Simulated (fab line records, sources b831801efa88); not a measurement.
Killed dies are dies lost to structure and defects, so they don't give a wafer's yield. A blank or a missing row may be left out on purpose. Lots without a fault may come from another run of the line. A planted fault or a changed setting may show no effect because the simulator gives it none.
Problem report in the 8D (eight disciplines) form, filled by code | flow sky130 | the parts of the form that need people (team, actions taken, sign-off) are left out

1. THE PROBLEM
NWELL_TW at SKY_NWELL_TW_MEAS_15 reads a mean of 30 on 3 wafers of 1 lot; wafers without a fault read 1812 with a standard deviation of 10. That is -99 or more standard deviations from the usual mean.
First seen on wafer L121.1, day 7 06:39, on film_metro-01. The record holds 39 wafers of 13 lots with a number at this step. Rule for "out", or "out of limits": more than 4 standard deviations from the usual mean. The other wafers with a number count as sound.

2. WHAT IT IS AND WHAT IT IS NOT
question                    | is                     | is not
which readings at this step | NWELL_TW               | -
which lots                  | L121                   | L111, L114, L116, L117, L120, L126, L127, L128, L129, L130, L132, L133
which wafers of those lots  | all that have a number | -
read on which gauges        | film_metro-01          | film_metro-02, film_metro-04
when                        | from day 7 06:39       | up to then (15 sound wafers); but 21 sound wafers of L126, L127, L128, L129, L130, L132, L133 came after

3. SUSPECTS, AND WHAT RULES EACH OUT
Counting: a tool at a process step up to the reading stays a suspect if it ran every lot that is out and no sound lot after the first of them.
- the gauge at SKY_NWELL_TW_MEAS_15: ruled out. All the wafers that are out were read on film_metro-01, but those of them that SKY_PWDE_STRIP_09 has rows for are out there too, on other tools.
- plasma_asher-01 at SKY_PWDE_STRIP_09 (strips in O2/N2): ruled out as a lasting fault. Sound lots L130 ran on it after its first lot that is out, L121 (day 6 11:26).
- plasma_asher-03 at SKY_NWELL_STRIP_14 (strips in O2/N2): ruled out as a lasting fault. Sound lots L132, L133 ran on it after its first lot that is out, L121 (day 7 06:33).
Left after counting: nothing in the record.

4. THE CAUSE (what the simulator had put in)
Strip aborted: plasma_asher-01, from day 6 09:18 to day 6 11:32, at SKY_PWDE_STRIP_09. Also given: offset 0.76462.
Counting ruled it out, wrongly: the rule takes a fault to strike every lot that its tool runs from its start on, and this one did not.

5. THE CHAIN OF EFFECTS, in route order
Each row: a reading whose mean over the struck wafers that have a number lies more than 3 standard deviations from the usual. Only readings for which the record gives a usual standard deviation are gone through. hours: the time from each lot's start at the first step in this table that gives one to its start at this step, as a median over the lots. sigmas: the change in usual standard deviations.
hours | step                 | reading                  | usual      | on struck wafers | change | sigmas
0     | SKY_PWDE_STRIP_09    | oes_product_au           | 0.722 a.u. | 0.930            | +0.208 | +41
19    | SKY_NWELL_STRIP_14   | strip_time_to_endpoint_s | 36.90 s    | 60.75            | +23.85 | +99 or more
19    | SKY_NWELL_TW_MEAS_15 | NWELL_TW                 | 1812       | 30               | -1782  | -99 or more
The process steps in it:
- SKY_PWDE_STRIP_09: strips in O2/N2.
- SKY_NWELL_STRIP_14: strips in O2/N2.
Readings that are blank on the struck wafers while sound wafers have them: strip_time_to_endpoint_s at SKY_PWDE_STRIP_09.
Later measuring or inspecting steps at which every struck wafer that the step has a row for has a number for every such reading, and none has moved that far: SKY_NWELL_TW_MEAS_26, SKY_VT_ADJUST_HVTP_CD_MEAS_07.

6. WHAT WOULD HAVE CAUGHT IT SOONER
In this record the first reading out of limits at a measuring or inspecting step was taken at day 7 06:39, 21 hours after the fault began at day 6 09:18.
The tool's own readings at SKY_PWDE_STRIP_09 were out on every struck wafer that the step has a row for (oes_product_au): an alarm limit on them would have fired on the first of those.
